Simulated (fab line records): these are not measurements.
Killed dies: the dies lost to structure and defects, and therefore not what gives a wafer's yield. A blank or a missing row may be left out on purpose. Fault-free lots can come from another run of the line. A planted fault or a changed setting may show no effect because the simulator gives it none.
What tool caused it?    flow gf180mcu    Sampling: 7 lots, 21 wafers, 3 of 602 route steps

WHAT THE GAUGES SHOWED, per wafer
GF_CONTACT_THK_MEAS_01.
lot   measured      on             CONTACT_CVD_00_THK (nm)
L776  day 15 15:17  film_metro-03  299 303 295
L778  day 16 02:31  film_metro-01  297 299 296
L780  day 17 13:18  film_metro-01  304 301 307
L782  day 17 18:21  film_metro-02  297 296 299
L794  day 21 22:05  film_metro-03  298 302 298
L797  day 23 01:41  film_metro-02  304 297 304
L798  day 23 12:53  film_metro-02  293 298 297

WHICH TOOL RAN EACH LOT (tool, then ch and the chambers of the sampled wafers, then the start)
lot   GF_STI_CMP_25                 GF_DUAL_GATE_OXIDATION_02
L776  cmp-01 ch 0,1, day 2 12:01    furnace-01 ch 0, day 8 04:38
L778  cmp-01 ch 1,2,3, day 2 21:34  furnace-02 ch 0, day 8 08:31
L780  cmp-02 ch 0,1, day 3 11:50    furnace-02 ch 0, day 9 13:22
L782  cmp-02 ch 0,1,3, day 3 20:58  furnace-02 ch 0, day 9 17:26
L794  cmp-01 ch 0,2,3, day 6 06:02  furnace-02 ch 0, day 12 22:29
L797  cmp-01 ch 0,2, day 6 23:49    furnace-02 ch 0, day 13 23:37
L798  cmp-01 ch 0,1, day 7 03:13    furnace-02 ch 0, day 14 10:37
- GF_STI_CMP_25: polishes, stops on Si3N4, t overpolish 33 s, target thk 524.6 nm.
- GF_DUAL_GATE_OXIDATION_02: stabilise 600 s, purge 300 s, target thk 10.887 nm.

THE ANSWER, worked out from the rows above alone
Rule: the lots themselves supply what counts as usual. The widest of any qualifying gaps counts: lots, ordered by their means at a reading, are off when they make up no more than a third of the lots, leave a main group of 4 or more, and stand apart from it by 3 or more times the standard deviation of that group's means. If all means in a main group match to the digits the tables above print for the reading, that group is not used. A lot without any number at a reading at which 4 lots or more have one is off too. Any other lot the step has rows for is counted as sound.
Nothing can be told from this: no lot is off at any reading shown.

WHAT THE SIMULATOR HAD PUT IN
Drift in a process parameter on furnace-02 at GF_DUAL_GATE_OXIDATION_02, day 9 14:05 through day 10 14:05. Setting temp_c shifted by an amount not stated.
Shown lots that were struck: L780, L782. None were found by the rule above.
